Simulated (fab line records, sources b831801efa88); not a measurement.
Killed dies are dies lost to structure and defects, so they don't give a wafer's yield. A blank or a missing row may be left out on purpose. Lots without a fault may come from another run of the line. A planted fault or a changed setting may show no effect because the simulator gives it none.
Which tool did it? | flow sky130 | 11 lots, 33 wafers sampled, at 4 steps of a route of 708

WHAT THE GAUGES READ, wafer by wafer
SKY_CAPM_RS_MEAS_03: measures by four-point-probe. Usual: CAPM_TIN_RS 6.95 ohm/sq, standard deviation 0.069.
lot  | measured     | on            | CAPM_TIN_RS (ohm/sq) | flag
L330 | day 36 16:04 | film_metro-03 | 6.97 7.01 6.99       |
L331 | day 37 05:42 | film_metro-03 | 6.97 6.96 6.89       |
L333 | day 38 17:59 | film_metro-03 | 6.94 6.84 6.97       |
L337 | day 39 04:55 | film_metro-02 | 7.06 6.99 6.96       |
L336 | day 39 07:06 | film_metro-04 | 6.85 6.89 6.92       |
L340 | day 40 05:53 | film_metro-04 | 6.93 6.83 7.03       |
L346 | day 41 19:58 | film_metro-03 | 7.04 7.01 6.93       |
L348 | day 42 09:05 | film_metro-04 | 6.95 6.97 6.98       |
L349 | day 43 02:38 | film_metro-03 | 6.86 6.95 6.96       |
L350 | day 43 03:40 | film_metro-03 | 7.03 6.95 7.04       |
L351 | day 43 04:20 | film_metro-03 | 7.05 7.04 7.12       |

SKY_CAPM_OVL_MEAS_12. Usual: CAPM_OVL -0.3 nm, standard deviation 1.5.
lot  | measured     | on         | CAPM_OVL (nm)  | flag
L330 | day 37 18:29 | overlay-01 | -2.1 1.1 -1.9  |
L331 | day 38 07:31 | overlay-01 | -1.4 -2.0 -3.7 |
L333 | day 39 18:06 | overlay-01 | 1.5 1.5 0.4    |
L337 | day 40 04:34 | overlay-02 | 0.9 -1.7 1.2   |
L336 | day 40 07:52 | overlay-01 | -1.2 -0.9 2.6  |
L340 | day 41 05:14 | overlay-01 | -0.1 0.4 1.2   |
L346 | day 42 18:42 | overlay-02 | 0.8 0.3 0.3    |
L348 | day 43 07:53 | overlay-02 | -0.3 0.5 0.6   |
L349 | day 44 00:54 | overlay-01 | -1.0 -1.3 -1.7 |
L350 | day 44 01:58 | overlay-01 | 0.3 -0.5 -1.2  |
L351 | day 44 03:06 | overlay-02 | 0.9 -2.3 -0.7  |

WHICH TOOL RAN EACH LOT (tool, then ch and the chambers of the sampled wafers, then the start)
lot  | SKY_METAL3_SPUTTER_02        | SKY_CAPM_SPUTTER_02
L330 | pvd_sputter-02, day 36 15:44 | pvd_sputter-03, day 36 15:56
L331 | pvd_sputter-02, day 37 05:23 | pvd_sputter-03, day 37 05:34
L333 | pvd_sputter-03, day 38 17:39 | pvd_sputter-04, day 38 17:50
L337 | pvd_sputter-02, day 39 04:37 | pvd_sputter-03, day 39 04:48
L336 | pvd_sputter-02, day 39 06:48 | pvd_sputter-03, day 39 06:59
L340 | pvd_sputter-02, day 40 05:32 | pvd_sputter-04, day 40 05:44
L346 | pvd_sputter-01, day 41 19:36 | pvd_sputter-04, day 41 19:50
L348 | pvd_sputter-01, day 42 08:47 | pvd_sputter-03, day 42 08:58
L349 | pvd_sputter-03, day 43 02:19 | pvd_sputter-02, day 43 02:30
L350 | pvd_sputter-01, day 43 03:22 | pvd_sputter-04, day 43 03:33
L351 | pvd_sputter-03, day 43 03:56 | pvd_sputter-04, day 43 04:11
- SKY_METAL3_SPUTTER_02: material AlCu, target thk 735 nm, time 39.1 s.
- SKY_CAPM_SPUTTER_02: material TiN, target thk 200 nm, time 166.7 s.

WHAT THE TOOLS THEMSELVES READ (means of the sampled wafers that have a number; where no wafer has one, the mark that the record gives instead)
SKY_METAL3_SPUTTER_02. Usual: chamber_pressure_pa 0.3999 Pa, standard deviation 0.00079; throttle_valve_pct 29.4 %, standard deviation 0.98.
lot  | tool           | chamber_pressure_pa (Pa) | throttle_valve_pct (%) | flag
L330 | pvd_sputter-02 | 0.3993                   | 29.7                   |
L331 | pvd_sputter-02 | 0.4005                   | 30.1                   |
L333 | pvd_sputter-03 | 0.3991                   | 28.8                   |
L337 | pvd_sputter-02 | 0.4005                   | 30.1                   |
L336 | pvd_sputter-02 | 0.2958                   | 34.7                   | OFF
L340 | pvd_sputter-02 | 0.2966                   | 34.7                   | OFF
L346 | pvd_sputter-01 | 0.3992                   | 29.5                   |
L348 | pvd_sputter-01 | 0.3998                   | 29.0                   |
L349 | pvd_sputter-03 | 0.4003                   | 28.7                   |
L350 | pvd_sputter-01 | 0.4000                   | 29.8                   |
L351 | pvd_sputter-03 | 0.3999                   | 29.9                   |

SKY_CAPM_SPUTTER_02. Usual: chamber_pressure_pa 0.4002 Pa, standard deviation 0.00081; throttle_valve_pct 29.6 %, standard deviation 0.95.
lot  | tool           | chamber_pressure_pa (Pa) | throttle_valve_pct (%) | flag
L330 | pvd_sputter-03 | 0.4003                   | 30.1                   |
L331 | pvd_sputter-03 | 0.4002                   | 28.8                   |
L333 | pvd_sputter-04 | 0.3999                   | 30.3                   |
L337 | pvd_sputter-03 | 0.4006                   | 28.7                   |
L336 | pvd_sputter-03 | 0.4008                   | 29.3                   |
L340 | pvd_sputter-04 | 0.3998                   | 29.8                   |
L346 | pvd_sputter-04 | 0.3996                   | 30.3                   |
L348 | pvd_sputter-03 | 0.4002                   | 29.0                   |
L349 | pvd_sputter-02 | 0.3999                   | 30.0                   |
L350 | pvd_sputter-04 | 0.4001                   | 30.3                   |
L351 | pvd_sputter-04 | 0.4005                   | 29.7                   |

THE ANSWER, worked out from the rows above alone
Rule: a lot is off if the mean of its wafers that have a number lies more than 3 standard deviations from the usual mean. A lot without any number at a reading at which 4 lots or more have one is off too. The other lots that the step has rows for count as sound. The gauges are gone through in route order, then the tools' own readings, and for those a lot's mean is taken as printed above. The first step at which some lot is off is used, and at that step the reading that is off furthest; a lot without a number counts as furthest.
Off: L336, L340, at SKY_METAL3_SPUTTER_02 (chamber_pressure_pa).
A tool fits if, at that step or a process step before it, it ran every lot that is off, and no sound lot after the first of them. One fits: pvd_sputter-02 at SKY_METAL3_SPUTTER_02. Its last sound lot is L337 (day 39 04:37), its first lot that is off L336 (day 39 06:48): a fault that began between those two fits.
The tool's own readings at SKY_METAL3_SPUTTER_02 bear it out: on the lots that are off they differ by more than 5 times the standard deviation of the sound lots' means. chamber_pressure_pa reads 0.2962 Pa there against 0.3998 Pa on the sound lots; throttle_valve_pct reads 34.7 % there against 29.5 % on the sound lots.

WHAT THE SIMULATOR HAD PUT IN
Process parameter drift: pvd_sputter-02, from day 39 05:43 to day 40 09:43, at SKY_METAL3_SPUTTER_02. Setting chamber_pressure_pa, moved by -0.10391, from 0.4. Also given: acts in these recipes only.
Lots struck among those shown: L336, L340. The rule above found the same.
